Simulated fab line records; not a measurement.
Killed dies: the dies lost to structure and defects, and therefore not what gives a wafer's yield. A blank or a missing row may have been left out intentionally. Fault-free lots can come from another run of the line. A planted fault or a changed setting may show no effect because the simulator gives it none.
One fault seen from 2 desks || flow sky130 || each desk holds nothing but its own numbers, with what lay behind them at the end

FROM THE METROLOGY DESK
What the gauges read for every lot (on any tool): the sampled wafers with a number, averaged. A lot is out of limits, marked OUT, if its mean lies more than 4 standard deviations from the usual mean; the brackets give that distance.
Columns: A = FIELD_ISO_OXIDATION_00_THK at SKY_FIELD_ISO_THK_MEAS_02, usual 12.12 nm; B = NWELL_OXIDATION_THK at SKY_NWELL_THK_MEAS_02, usual 10.14 nm
{"lot": "L722", "first seen here": "day 1 23:14", "A": 12.28, "B": 10.51}
{"lot": "L724", "first seen here": "day 2 09:40", "A": 12.02, "B": 9.93}
{"lot": "L727", "first seen here": "day 2 22:43", "A": 11.95, "B": 10.13}
{"lot": "L728", "first seen here": "day 3 05:32", "A": 12.41, "B": 10.01}
{"lot": "L733", "first seen here": "day 4 04:38", "A": 11.90, "B": 10.04}
{"lot": "L737", "first seen here": "day 5 03:06", "A": 12.16, "B": 10.02}
{"lot": "L738", "first seen here": "day 5 07:20", "A": 12.34, "B": 10.05}
{"lot": "L739", "first seen here": "day 5 11:38", "A": 12.07, "B": 10.05}
{"lot": "L740", "first seen here": "day 5 15:38", "A": 11.96, "B": 10.05}
{"lot": "L741", "first seen here": "day 5 20:38", "A": 11.85, "B": 10.03}
{"lot": "L742", "first seen here": "day 6 02:12", "A": 12.13, "B": 10.22}
{"lot": "L743", "first seen here": "day 6 07:29", "A": 12.26, "B": 10.14}
Result from this desk: across the 12 lots, nothing is out of limits.

TOOL OWNER'S DESK, rie_si-01
The tool's own readings at SKY_FIELD_ISO_ETCH_17 (etches Si in HBr/Cl2/O2, target depth 342 nm, time 97.7 s): means of the sampled wafers that have a number, for each lot that ran on this tool. A lot is out of limits, marked OUT, if its mean lies more than 4 standard deviations from the usual mean; the brackets give that distance.
Columns: A = drypump_motor_current_A at SKY_FIELD_ISO_ETCH_17, usual 5.6 A; B = he_backside_leak_sccm at SKY_FIELD_ISO_ETCH_17, usual 2.70 sccm; C = oes_product_au at SKY_FIELD_ISO_ETCH_17, usual 0.997 a.u.; D = rf_fwd_power_W at SKY_FIELD_ISO_ETCH_17, usual 596.8 W; E = run_length_s at SKY_FIELD_ISO_ETCH_17, usual 126.2 s; F = throttle_valve_pct at SKY_FIELD_ISO_ETCH_17, usual 25.659 %
{"lot": "L722", "first seen here": "day 2 15:13", "A": 5.4, "B": 2.77, "C": 1.003, "D": 596.7, "E": 125.8, "F": 25.659}
{"lot": "L724", "first seen here": "day 3 03:37", "A": 5.4, "B": 2.84, "C": 0.996, "D": 597.7, "E": 127.6, "F": 25.659}
{"lot": "L727", "first seen here": "day 3 17:01", "A": 5.2, "B": 2.77, "C": 1.004, "D": 597.7, "E": 128.0, "F": 25.651}
{"lot": "L738", "first seen here": "day 6 07:43", "A": 5.4, "B": 2.67, "C": 1.003, "D": 596.7, "E": 125.9, "F": 25.652}
{"lot": "L741", "first seen here": "day 6 18:32", "A": 5.6, "B": 2.62, "C": 1.003, "D": 597.2, "E": 125.7, "F": 25.653}
{"lot": "L743", "first seen here": "day 7 05:05", "A": 5.5, "B": 2.67, "C": 1.000, "D": 596.8, "E": 125.6, "F": 25.665}
Result from this desk: across the 6 lots, nothing is out of limits.

BROUGHT TOGETHER
Nothing out of limits was seen by the metrology desk.
The desk of the tool owner found nothing out of limits.

WHAT THE SIMULATOR HAD INSERTED
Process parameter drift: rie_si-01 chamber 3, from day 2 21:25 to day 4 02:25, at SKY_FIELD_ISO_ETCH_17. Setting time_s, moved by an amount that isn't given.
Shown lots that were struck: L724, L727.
